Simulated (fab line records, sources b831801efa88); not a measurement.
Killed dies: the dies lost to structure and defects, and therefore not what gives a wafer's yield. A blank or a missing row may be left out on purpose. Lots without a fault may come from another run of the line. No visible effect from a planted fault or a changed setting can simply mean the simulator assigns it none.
Which tool is to blame? ; flow sky130 ; 42 wafers from 14 lots sampled at 4 of the route's 708 steps

## WHAT THE GAUGES READ, wafer by wafer
SKY_POLY_CUT_CD_MEAS_08: the cd target is 270 nm. Usual: cd-nm reads 270.5 nm (standard deviation 1.5).
lot;measured;on;cd-nm (nm);flag
L449;day 24 02:04;cd-sem-02;271.6 271.3 270.2;
L450;day 24 12:33;cd-sem-01;271.0 270.0 272.7;
L451;day 25 01:42;cd-sem-01;270.2 271.0 270.3;
L453;day 25 10:56;cd-sem-01;273.2 270.6 271.1;
L454;day 26 03:22;cd-sem-02;274.0 273.2 272.2;
L455;day 26 04:12;cd-sem-02;272.2 271.7 270.2;
L463;day 29 04:40;cd-sem-02;268.4 268.6 268.1;
L464;day 31 04:53;cd-sem-02;269.4 270.5 271.5;
L465;day 31 05:53;cd-sem-01;268.3 269.3 269.1;
L467;day 31 06:29;cd-sem-02;269.6 269.5 269.5;
L468;day 31 08:24;cd-sem-01;269.9 269.6 270.5;
L469;day 31 12:49;cd-sem-02;272.8 271.9 271.1;
L471;day 31 15:26;cd-sem-01;268.2 269.6 268.0;
L472;day 32 04:14;cd-sem-01;270.4 270.2 269.9;

SKY_SD_P_OVL_MEAS_08. Usual: SD_P_OVL 0.5 nm, standard deviation 1.4.
lot;measured;on;SD_P_OVL (nm);flag
L449;day 25 07:41;overlay-01;2.7 2.8 1.3;
L450;day 25 17:41;overlay-01;0.0 1.6 2.4;
L451;day 26 06:49;overlay-02;0.8 1.8 1.3;
L453;day 26 16:32;overlay-02;1.5 1.2 -0.3;
L454;day 27 08:53;overlay-01;1.2 -0.2 2.4;
L455;day 27 09:44;overlay-02;-0.4 1.8 0.0;
L463;day 30 07:58;overlay-02;-0.5 -0.3 -3.6;
L464;day 32 07:35;overlay-01;-2.2 -0.8 -0.3;
L465;day 32 09:47;overlay-01;0.9 -0.3 0.6;
L467;day 32 10:05;overlay-02;-0.5 1.4 -0.2;
L468;day 32 12:01;overlay-01;-0.8 0.7 -1.1;
L469;day 32 16:17;overlay-02;1.6 -0.4 1.6;
L471;day 32 18:26;overlay-02;0.1 -0.5 -0.2;
L472;day 33 06:50;overlay-01;-0.3 -0.3 0.0;

SKY_LI_CONTACT_OVL_MEAS_13. Usual: LI_CONTACT_OVL 1 nm, standard deviation 4.3.
lot;measured;on;LI_CONTACT_OVL (nm);flag
L449;day 28 23:47;overlay-01;1 0 7;
L450;day 29 09:17;overlay-01;-2 2 -4;
L451;day 29 21:41;overlay-02;10 -3 -1;
L453;day 30 06:44;overlay-01;-3 -9 -4;
L454;day 30 22:08;overlay-02;5 3 4;
L455;day 31 00:23;overlay-01;5 5 -2;
L463;day 33 19:10;overlay-02;2 0 4;
L464;day 35 17:20;overlay-01;1 -4 -3;
L465;day 35 17:42;overlay-02;3 4 12;
L467;day 35 19:50;overlay-02;-3 -8 5;
L468;day 35 22:04;overlay-02;0 -2 -5;
L469;day 36 01:11;overlay-02;-1 -5 -11;
L471;day 36 04:02;overlay-02;0 -7 -6;
L472;day 36 15:08;overlay-02;2 1 2;

## TOOL THAT RAN EACH LOT (tool first, then ch and the chambers of the sampled wafers, then the start)
lot;SKY_SD_N_EXPOSE_04
L449;iline-stepper-02 ch 0, day 27 04:11
L450;iline-stepper-02 ch 0, day 27 14:25
L451;iline-stepper-02 ch 0, day 28 02:04
L453;iline-stepper-02 ch 0, day 28 12:14
L454;iline-stepper-02, day 29 03:08
L455;iline-stepper-02, day 29 04:03
L463;iline-stepper-02 ch 0, day 32 01:39
L464;iline-stepper-02 ch 0, day 33 22:53
L465;iline-stepper-02 ch 0, day 34 00:03
L467;iline-stepper-02 ch 0, day 34 01:59
L468;iline-stepper-02 ch 0, day 34 04:09
L469;iline-stepper-01 ch 0, day 34 08:45
L471;iline-stepper-01 ch 0, day 34 11:22
L472;iline-stepper-02 ch 0, day 34 22:09
- SKY_SD_N_EXPOSE_04: exposes mask NSDM, target cd 380 nm.

## WHAT THE TOOLS THEMSELVES READ (means of the sampled wafers that have a number; where no wafer has one, the mark that the record gives instead)
SKY_SD_N_EXPOSE_04. Usual: exposure-dose-mJ-cm2 141.02, standard deviation 0.13; focus-offset-nm -0.1 nm, standard deviation 0.54.
lot;tool;exposure-dose-mJ-cm2;focus-offset-nm (nm);flag
L449;iline-stepper-02;141.00;-0.1;
L450;iline-stepper-02;141.07;0.2;
L451;iline-stepper-02;141.04;0.4;
L453;iline-stepper-02;140.98;0.1;
L454;iline-stepper-02;-;-;OFF
L455;iline-stepper-02;-;-;OFF
L463;iline-stepper-02;141.05;-0.1;
L464;iline-stepper-02;140.99;-0.8;
L465;iline-stepper-02;140.90;-0.1;
L467;iline-stepper-02;140.98;0.2;
L468;iline-stepper-02;141.03;-0.7;
L469;iline-stepper-01;141.10;0.6;
L471;iline-stepper-01;140.97;-0.3;
L472;iline-stepper-02;140.89;-0.8;

## THE ANSWER, worked out from the rows above alone
Rule: lot off if the mean of its wafers having a number is beyond 3 standard deviations from the usual mean. Also off: a lot with no number at a reading for which 4 or more lots have one. Where the step has rows for the other lots, those lots are counted as sound. After the gauges, taken in route order, come the tools' own readings; for these a lot's mean is taken, as printed above. At the first step where some lot is off, the reading lying furthest off is the one used; lots without a number count as furthest.
Off: L454, L455, at SKY_SD_N_EXPOSE_04 (exposure-dose-mJ-cm2). Without a number there: L454, L455.
A tool fits if, at that step or a process step before it, it ran every lot that is off, and no sound lot after the first of them. None of those tried fits.

## WHAT THE SIMULATOR PUT IN
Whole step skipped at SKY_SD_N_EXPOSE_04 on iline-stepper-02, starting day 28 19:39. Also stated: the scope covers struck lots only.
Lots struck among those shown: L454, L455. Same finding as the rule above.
